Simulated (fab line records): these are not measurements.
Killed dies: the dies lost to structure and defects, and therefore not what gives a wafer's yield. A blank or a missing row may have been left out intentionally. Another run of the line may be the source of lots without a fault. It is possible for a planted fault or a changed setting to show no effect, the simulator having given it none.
fab line records / flow sky130 / part 2 of 2: steps 44 to 44 of 44
[record] lots = 7 wafers = 19 last_day = 50
route steps=708 shown VIA2@522 METAL3@532 CAPM@537 PAD_OPEN@708
lots with no fault: from the same line, run without faults
start_h: hours from the record's first day to the start of the lot's first wafer shown / wait_h: hours since the lot's step before / " as in the row above / L1.1+2: one row covering several wafers at once / - either no value or no given start / * or withheld: withheld / < > ~ a bound
route shown NAME@n: names a module that has steps shown in the file, with the first one's number in the route / usual: the fault-free wafers' mean and standard deviation / same: alike in all rows / chamber/n: place in a boat / sites: per-site readings / _std_site: the standard deviation of these / _edge_site: mean of outer sites minus mean of inner sites / radius_mm: how far each site lies from the wafer's centre / mask NAME#n: copy n / behind: the most recent tool/chamber to have shaped the wafer / hold: why the lot went on hold/how many hours it stayed there/how the hold came to an end / device: the n, p or np transistor that did not switch / end of line: tests run on the same wafers once the route is complete / a step with no rows: only its recipe / killed: at the first sort, the dies lost to defects and structure; wafer yield is something else / map: shows each die of a wafer: x if killed, . if not, _ if none is there
set.NAME: the setting as run; set.NAME@STEP: as run at that earlier step / model.NAME: the simulator's own value behind a step, which no gauge read
lots seen at some steps along the route; tables by step, rows by wafer
services: when a tool's chamber went out of use (start_h, in hours from the record's first day, below 0 if earlier), for how many hours, and the reason
[[steps]]
[step SKY_PAD_OPEN_PROBE_99]
[usual] defect_limited_yield = 81.9/1.9 killed_at_M0_to_M3 = 45/7.3 killed_at_M4_up = 3.2/1.8 killed_at_contacts = 25/5.5 killed_at_front_end = 15/4.2 killed_at_other = 0.3/0.69 killed_dies = 89/9.4 killed_on_rim = 17/3.8 killed_open = 49/6.6 killed_short = 40/6.4 sort_bin_3_pad_short = 0.9/0.43 sort_bin_5_function = 10.7/1.5 sort_bin_6_memory = 6.5/1.2 sort_n_pass = 403/9.4 sort_yield_pct = 81.9/1.9
[same] gross_dies = 492 killed_at_back_side = 0 sort_bin_4_leakage[%] = 0 sort_bin_8_speed[%] = 0
lot.wafer=L461.1 tool=prober-01 chamber=- start_h=1094.71 wait_h=0.1 defect_limited_yield[%]=85.8 killed_at_M0_to_M3=38 killed_at_M4_up=3 killed_at_contacts=12 killed_at_front_end=17 killed_at_other=0 killed_dies=70 killed_on_rim=17 killed_open=38 killed_short=32 sort_bin_3_pad_short[%]=1.0 sort_bin_5_function[%]=8.1 sort_bin_6_memory[%]=5.1 sort_n_pass=422 sort_yield_pct[%]=85.8 model.etest.met3.rs_ohm_sq=0.04112
lot.wafer=L461.2 tool=prober-01 chamber=- start_h=1094.76 wait_h=0.1 defect_limited_yield[%]=82.1 killed_at_M0_to_M3=44 killed_at_M4_up=5 killed_at_contacts=27 killed_at_front_end=12 killed_at_other=0 killed_dies=88 killed_on_rim=18 killed_open=40 killed_short=44 sort_bin_3_pad_short[%]=0.6 sort_bin_5_function[%]=10.0 sort_bin_6_memory[%]=7.3 sort_n_pass=404 sort_yield_pct[%]=82.1 model.etest.met3.rs_ohm_sq=0.04288
lot.wafer=L461.4 tool=prober-01 chamber=- start_h=1094.86 wait_h=0.2 defect_limited_yield[%]=85.2 killed_at_M0_to_M3=35 killed_at_M4_up=1 killed_at_contacts=22 killed_at_front_end=14 killed_at_other=1 killed_dies=73 killed_on_rim=11 killed_open=43 killed_short=30 sort_bin_3_pad_short[%]=0.4 sort_bin_5_function[%]=10.0 sort_bin_6_memory[%]=4.5 sort_n_pass=419 sort_yield_pct[%]=85.2 model.etest.met3.rs_ohm_sq=0.04268
lot.wafer=L465.1 tool=prober-01 chamber=- start_h=1120.16 wait_h=0.1 defect_limited_yield[%]=81.3 killed_at_M0_to_M3=49 killed_at_M4_up=3 killed_at_contacts=19 killed_at_front_end=20 killed_at_other=1 killed_dies=92 killed_on_rim=17 killed_open=50 killed_short=40 sort_bin_3_pad_short[%]=0.8 sort_bin_5_function[%]=12.4 sort_bin_6_memory[%]=5.5 sort_n_pass=400 sort_yield_pct[%]=81.3 model.etest.met3.rs_ohm_sq=0.04166
lot.wafer=L465.6 tool=prober-01 chamber=- start_h=1120.41 wait_h=0.2 defect_limited_yield[%]=84.3 killed_at_M0_to_M3=36 killed_at_M4_up=1 killed_at_contacts=21 killed_at_front_end=19 killed_at_other=0 killed_dies=77 killed_on_rim=17 killed_open=44 killed_short=32 sort_bin_3_pad_short[%]=0.6 sort_bin_5_function[%]=9.6 sort_bin_6_memory[%]=5.5 sort_n_pass=415 sort_yield_pct[%]=84.3 model.etest.met3.rs_ohm_sq=0.04143
lot.wafer=L466.1 tool=prober-02 chamber=- start_h=1128.17 wait_h=0.1 defect_limited_yield[%]=82.1 killed_at_M0_to_M3=39 killed_at_M4_up=4 killed_at_contacts=29 killed_at_front_end=13 killed_at_other=3 killed_dies=88 killed_on_rim=16 killed_open=44 killed_short=43 sort_bin_3_pad_short[%]=0.6 sort_bin_5_function[%]=10.4 sort_bin_6_memory[%]=6.9 sort_n_pass=404 sort_yield_pct[%]=82.1 model.etest.met3.rs_ohm_sq=0.04089
lot.wafer=L466.6 tool=prober-02 chamber=- start_h=1128.42 wait_h=0.2 defect_limited_yield[%]=76.0 killed_at_M0_to_M3=70 killed_at_M4_up=0 killed_at_contacts=28 killed_at_front_end=20 killed_at_other=0 killed_dies=118 killed_on_rim=27 killed_open=64 killed_short=54 sort_bin_3_pad_short[%]=1.6 sort_bin_5_function[%]=12.8 sort_bin_6_memory[%]=9.6 sort_n_pass=374 sort_yield_pct[%]=76.0 model.etest.met3.rs_ohm_sq=0.04045
lot.wafer=L474.4 tool=prober-02 chamber=- start_h=1173.63 wait_h=0.2 defect_limited_yield[%]=84.3 killed_at_M0_to_M3=37 killed_at_M4_up=2 killed_at_contacts=26 killed_at_front_end=12 killed_at_other=0 killed_dies=77 killed_on_rim=13 killed_open=46 killed_short=31 sort_bin_3_pad_short[%]=0.4 sort_bin_5_function[%]=8.1 sort_bin_6_memory[%]=7.1 sort_n_pass=415 sort_yield_pct[%]=84.3 model.etest.met3.rs_ohm_sq=0.04177
lot.wafer=L474.5 tool=prober-02 chamber=- start_h=1173.68 wait_h=0.2 defect_limited_yield[%]=79.5 killed_at_M0_to_M3=51 killed_at_M4_up=1 killed_at_contacts=29 killed_at_front_end=20 killed_at_other=0 killed_dies=101 killed_on_rim=21 killed_open=58 killed_short=42 sort_bin_3_pad_short[%]=1.0 sort_bin_5_function[%]=14.2 sort_bin_6_memory[%]=5.3 sort_n_pass=391 sort_yield_pct[%]=79.5 model.etest.met3.rs_ohm_sq=0.04166
lot.wafer=L474.6 tool=prober-02 chamber=- start_h=1173.73 wait_h=0.2 defect_limited_yield[%]=82.7 killed_at_M0_to_M3=52 killed_at_M4_up=2 killed_at_contacts=15 killed_at_front_end=16 killed_at_other=0 killed_dies=85 killed_on_rim=14 killed_open=46 killed_short=39 sort_bin_3_pad_short[%]=0 sort_bin_5_function[%]=10.6 sort_bin_6_memory[%]=6.7 sort_n_pass=407 sort_yield_pct[%]=82.7 model.etest.met3.rs_ohm_sq=0.04212
lot.wafer=L476.1 tool=prober-02 chamber=- start_h=1180.11 wait_h=0.1 defect_limited_yield[%]=78.0 killed_at_M0_to_M3=55 killed_at_M4_up=2 killed_at_contacts=36 killed_at_front_end=14 killed_at_other=1 killed_dies=108 killed_on_rim=21 killed_open=62 killed_short=46 sort_bin_3_pad_short[%]=0.6 sort_bin_5_function[%]=13.6 sort_bin_6_memory[%]=7.7 sort_n_pass=384 sort_yield_pct[%]=78.0 model.etest.met3.rs_ohm_sq=0.04251
lot.wafer=L476.3 tool=prober-02 chamber=- start_h=1180.21 wait_h=0.2 defect_limited_yield[%]=81.3 killed_at_M0_to_M3=60 killed_at_M4_up=4 killed_at_contacts=18 killed_at_front_end=9 killed_at_other=1 killed_dies=92 killed_on_rim=21 killed_open=44 killed_short=48 sort_bin_3_pad_short[%]=0.8 sort_bin_5_function[%]=10.6 sort_bin_6_memory[%]=7.3 sort_n_pass=400 sort_yield_pct[%]=81.3 model.etest.met3.rs_ohm_sq=0.04322
lot.wafer=L476.5 tool=prober-02 chamber=- start_h=1180.31 wait_h=0.2 defect_limited_yield[%]=81.9 killed_at_M0_to_M3=46 killed_at_M4_up=2 killed_at_contacts=28 killed_at_front_end=13 killed_at_other=0 killed_dies=89 killed_on_rim=18 killed_open=46 killed_short=43 sort_bin_3_pad_short[%]=0.6 sort_bin_5_function[%]=8.7 sort_bin_6_memory[%]=8.7 sort_n_pass=403 sort_yield_pct[%]=81.9 model.etest.met3.rs_ohm_sq=0.0428
lot.wafer=L477.2 tool=prober-01 chamber=- start_h=1181.86 wait_h=0.1 defect_limited_yield[%]=85.8 killed_at_M0_to_M3=38 killed_at_M4_up=1 killed_at_contacts=22 killed_at_front_end=9 killed_at_other=0 killed_dies=70 killed_on_rim=9 killed_open=39 killed_short=30 sort_bin_3_pad_short[%]=0.4 sort_bin_5_function[%]=7.9 sort_bin_6_memory[%]=5.9 sort_n_pass=422 sort_yield_pct[%]=85.8 model.etest.met3.rs_ohm_sq=0.04254
lot.wafer=L477.3 tool=prober-01 chamber=- start_h=1181.91 wait_h=0.2 defect_limited_yield[%]=80.9 killed_at_M0_to_M3=41 killed_at_M4_up=3 killed_at_contacts=33 killed_at_front_end=17 killed_at_other=0 killed_dies=94 killed_on_rim=21 killed_open=51 killed_short=42 sort_bin_3_pad_short[%]=1.2 sort_bin_5_function[%]=10.0 sort_bin_6_memory[%]=7.9 sort_n_pass=398 sort_yield_pct[%]=80.9 model.etest.met3.rs_ohm_sq=0.04235
lot.wafer=L477.5 tool=prober-01 chamber=- start_h=1182.01 wait_h=0.2 defect_limited_yield[%]=80.3 killed_at_M0_to_M3=44 killed_at_M4_up=3 killed_at_contacts=32 killed_at_front_end=18 killed_at_other=0 killed_dies=97 killed_on_rim=22 killed_open=58 killed_short=38 sort_bin_3_pad_short[%]=0.6 sort_bin_5_function[%]=12.2 sort_bin_6_memory[%]=6.9 sort_n_pass=395 sort_yield_pct[%]=80.3 model.etest.met3.rs_ohm_sq=0.04281
lot.wafer=L480.1 tool=prober-02 chamber=- start_h=1196.82 wait_h=0.1 defect_limited_yield[%]=79.5 killed_at_M0_to_M3=41 killed_at_M4_up=5 killed_at_contacts=26 killed_at_front_end=29 killed_at_other=0 killed_dies=101 killed_on_rim=18 killed_open=58 killed_short=43 sort_bin_3_pad_short[%]=0.8 sort_bin_5_function[%]=11.4 sort_bin_6_memory[%]=8.3 sort_n_pass=391 sort_yield_pct[%]=79.5 model.etest.met3.rs_ohm_sq=0.04289
lot.wafer=L480.5 tool=prober-02 chamber=- start_h=1197.02 wait_h=0.2 defect_limited_yield[%]=83.1 killed_at_M0_to_M3=39 killed_at_M4_up=4 killed_at_contacts=23 killed_at_front_end=15 killed_at_other=2 killed_dies=83 killed_on_rim=16 killed_open=49 killed_short=34 sort_bin_3_pad_short[%]=0.4 sort_bin_5_function[%]=11.2 sort_bin_6_memory[%]=5.3 sort_n_pass=409 sort_yield_pct[%]=83.1 model.etest.met3.rs_ohm_sq=0.0422
lot.wafer=L480.6 tool=prober-02 chamber=- start_h=1197.07 wait_h=0.2 defect_limited_yield[%]=82.1 killed_at_M0_to_M3=52 killed_at_M4_up=1 killed_at_contacts=22 killed_at_front_end=13 killed_at_other=0 killed_dies=88 killed_on_rim=17 killed_open=50 killed_short=38 sort_bin_3_pad_short[%]=1.2 sort_bin_5_function[%]=9.8 sort_bin_6_memory[%]=6.9 sort_n_pass=404 sort_yield_pct[%]=82.1 model.etest.met3.rs_ohm_sq=0.04283
// killed by level:class
L461.1 VIA2:geometric_particle:open=8 VIA3:geometric_particle:open=8 FIELD_ISO:geometric_particle:short=5 FIELD_ISO:geometric_particle:open=5 METAL2:geometric_particle:short=5 LI_CONTACT:geometric_particle:open=4 METAL1:geometric_particle:short=4 VIA1:geometric_particle:open=3
L461.2 VIA1:geometric_particle:open=9 CONTACT:geometric_particle:open=8 LI_CONTACT:geometric_particle:open=7 VIA1:geometric_particle:short=6 VIA3:geometric_particle:open=6 VIA2:geometric_particle:short=6 METAL1:geometric_particle:short=5 LOCAL_INTERCONNECT:geometric_particle:short=5
L461.4 CONTACT:geometric_particle:open=11 VIA3:geometric_particle:open=8 VIA1:geometric_particle:open=7 FIELD_ISO:geometric_particle:short=6 VIA2:geometric_particle:open=6 VIA1:geometric_particle:short=4 LI_CONTACT:geometric_particle:open=4 METAL1:geometric_particle:short=4
L465.1 VIA1:geometric_particle:open=10 METAL1:geometric_particle:short=9 CONTACT:geometric_particle:short=7 VIA3:geometric_particle:open=7 VIA2:geometric_particle:open=7 FIELD_ISO:geometric_particle:open=5 LI_CONTACT:geometric_particle:open=5 POLY_GATE:geometric_particle:open=5
L465.6 CONTACT:geometric_particle:open=10 FIELD_ISO:geometric_particle:open=7 VIA2:geometric_particle:open=6 VIA1:geometric_particle:open=6 FIELD_ISO:geometric_particle:short=5 METAL1:geometric_particle:short=5 METAL2:geometric_particle:short=5 POLY_GATE:geometric_particle:open=4
L466.1 VIA1:geometric_particle:open=10 CONTACT:geometric_particle:open=9 LI_CONTACT:geometric_particle:open=8 CONTACT:geometric_particle:short=6 METAL2:geometric_particle:short=6 LOCAL_INTERCONNECT:geometric_particle:short=4 METAL1:geometric_particle:short=4 VIA2:geometric_particle:short=4
L466.6 CONTACT:geometric_particle:open=13 METAL2:geometric_particle:short=11 VIA1:geometric_particle:open=11 LI_CONTACT:geometric_particle:open=10 VIA3:geometric_particle:open=10 VIA1:geometric_particle:short=9 METAL1:geometric_particle:short=8 VIA2:geometric_particle:open=7
L474.4 CONTACT:geometric_particle:open=13 VIA1:geometric_particle:short=8 VIA1:geometric_particle:open=8 LI_CONTACT:geometric_particle:short=5 METAL1:geometric_particle:open=5 POLY_GATE:geometric_particle:open=4 VIA3:geometric_particle:open=4 FIELD_ISO:geometric_particle:short=3
L474.5 VIA1:geometric_particle:open=11 LI_CONTACT:geometric_particle:open=10 VIA1:geometric_particle:short=8 VIA2:geometric_particle:open=8 FIELD_ISO:geometric_particle:open=7 CONTACT:geometric_particle:open=7 METAL2:geometric_particle:short=7 VIA3:geometric_particle:open=6
L474.6 VIA1:geometric_particle:open=12 VIA2:geometric_particle:open=10 METAL2:geometric_particle:short=7 CONTACT:geometric_particle:short=5 VIA3:geometric_particle:open=5 VIA1:geometric_particle:short=5 FIELD_ISO:geometric_particle:open=4 POLY_GATE:geometric_particle:short=4
L476.1 VIA1:geometric_particle:open=18 CONTACT:geometric_particle:open=12 LI_CONTACT:geometric_particle:open=10 VIA2:geometric_particle:open=9 CONTACT:geometric_particle:short=7 VIA3:geometric_particle:open=6 VIA1:geometric_particle:short=6 LOCAL_INTERCONNECT:geometric_particle:short=5
L476.3 VIA2:geometric_particle:open=13 METAL2:geometric_particle:short=9 VIA1:geometric_particle:open=9 VIA3:geometric_particle:open=7 CONTACT:geometric_particle:open=6 METAL3:geometric_particle:short=6 LOCAL_INTERCONNECT:geometric_particle:short=5 METAL1:geometric_particle:short=5
L476.5 VIA1:geometric_particle:open=12 CONTACT:geometric_particle:open=11 METAL2:geometric_particle:short=8 VIA1:geometric_particle:short=6 LI_CONTACT:geometric_particle:open=6 CONTACT:geometric_particle:short=5 VIA2:geometric_particle:open=5 POLY_GATE:geometric_particle:short=4
L477.2 CONTACT:geometric_particle:open=10 VIA3:geometric_particle:open=7 VIA1:geometric_particle:open=6 VIA2:geometric_particle:open=6 LI_CONTACT:geometric_particle:open=4 CONTACT:geometric_particle:short=4 METAL2:geometric_particle:short=4 VIA3:geometric_particle:short=4
L477.3 CONTACT:geometric_particle:open=16 VIA2:geometric_particle:open=9 VIA1:geometric_particle:open=8 LOCAL_INTERCONNECT:geometric_particle:short=7 FIELD_ISO:geometric_particle:open=6 CONTACT:geometric_particle:short=6 METAL1:geometric_particle:short=5 FIELD_ISO:geometric_particle:short=4
L477.5 LI_CONTACT:geometric_particle:open=12 CONTACT:geometric_particle:open=11 VIA1:geometric_particle:open=8 METAL1:geometric_particle:short=7 VIA2:geometric_particle:open=7 POLY_GATE:geometric_particle:open=5 VIA1:geometric_particle:short=5 METAL2:geometric_particle:short=5
L480.1 CONTACT:geometric_particle:open=12 VIA2:geometric_particle:open=9 VIA1:geometric_particle:open=8 VIA3:geometric_particle:open=8 FIELD_ISO:geometric_particle:short=7 FIELD_ISO:geometric_particle:open=6 METAL2:geometric_particle:short=6 POLY_GATE:geometric_particle:open=5
L480.5 CONTACT:geometric_particle:open=8 VIA3:geometric_particle:open=8 VIA1:geometric_particle:open=7 VIA2:geometric_particle:open=7 LI_CONTACT:geometric_particle:open=6 METAL2:geometric_particle:short=6 POLY_GATE:geometric_particle:short=4 LOCAL_INTERCONNECT:geometric_particle:short=4
L480.6 VIA1:geometric_particle:open=13 CONTACT:geometric_particle:open=12 VIA2:geometric_particle:open=7 VIA3:geometric_particle:open=6 VIA3:geometric_particle:short=5 VIA1:geometric_particle:short=5 METAL1:geometric_particle:short=5 FIELD_ISO:geometric_particle:short=4
[[services]]
tool=pecvd-01 chamber=- start_h=853.99 hours=14.6 kind=pm
tool=pvd_sputter-01 chamber=- start_h=855.56 hours=1.3 kind=repair
tool=rie_metal-03 chamber=- start_h=857.08 hours=2.8 kind=pm
tool=pecvd-01 chamber=- start_h=868.59 hours=6.0 kind=pm
tool=cvd_w-01 chamber=- start_h=877.68 hours=2.2 kind=repair
tool=pvd_sputter-03 chamber=- start_h=898.70 hours=2.3 kind=repair
tool=cvd_w-01 chamber=- start_h=904.00 hours=14.0 kind=pm
tool=cvd_w-01 chamber=0 start_h=904.00 hours=14.0 kind=vent_cycle
tool=pvd_sputter-04 chamber=- start_h=909.05 hours=1.5 kind=repair
tool=cvd_w-01 chamber=- start_h=918.00 hours=2.8 kind=pm
tool=rie_metal-02 chamber=- start_h=918.99 hours=2.8 kind=pm
tool=rie_metal-03 chamber=1 start_h=938.62 hours=5.7 kind=repair
tool=cvd_w-02 chamber=1 start_h=951.94 hours=12.6 kind=repair
tool=pvd_sputter-04 chamber=- start_h=952.46 hours=1.3 kind=repair
tool=pvd_sputter-02 chamber=- start_h=965.40 hours=1.8 kind=repair
tool=pvd_sputter-01 chamber=- start_h=968.76 hours=1.4 kind=repair
tool=rie_metal-03 chamber=- start_h=986.30 hours=15.6 kind=pm
tool=pvd_sputter-04 chamber=- start_h=987.84 hours=2.0 kind=repair
tool=pecvd-01 chamber=2 start_h=1007.31 hours=32.9 kind=repair
tool=rie_metal-01 chamber=- start_h=1027.03 hours=0.1 kind=repair
tool=pecvd-01 chamber=- start_h=1027.95 hours=2.8 kind=pm
tool=cvd_w-02 chamber=- start_h=1036.49 hours=1.5 kind=repair
tool=rie_metal-01 chamber=0 start_h=1041.03 hours=5.6 kind=repair
tool=cvd_w-02 chamber=1 start_h=1054.81 hours=16.9 kind=repair
[[key]]
first_sign none at tools or gauges
[model_effect] step = SKY_METAL3_SPUTTER_02 value = AlCu_of_METAL3_SPUTTER_02.thk_nm without = 743.2 struck = 763.3
[model_effect] step = SKY_METAL3_METAL_ETCH_18 value = METAL3.feature_depth_nm without = 873.7 struck = 893.8
[model_effect] step = SKY_PAD_OPEN_PROBE_99 value = etest.met3.rs_ohm_sq without = 0.04223 struck = 0.04111
met_at SKY_METAL3_SPUTTER_02
struck_wafers L461.1,L465.1,L465.6,L466.1,L466.6
[fault] kind = process_parameter_drift tool = pvd_sputter-03 chamber = - onset_h = 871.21 steps = SKY_METAL3_SPUTTER_02 channel = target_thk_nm offset = 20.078 shape = step end_h = 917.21 scope = struck_wafers_only acts_in = these_recipes_only stated = 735
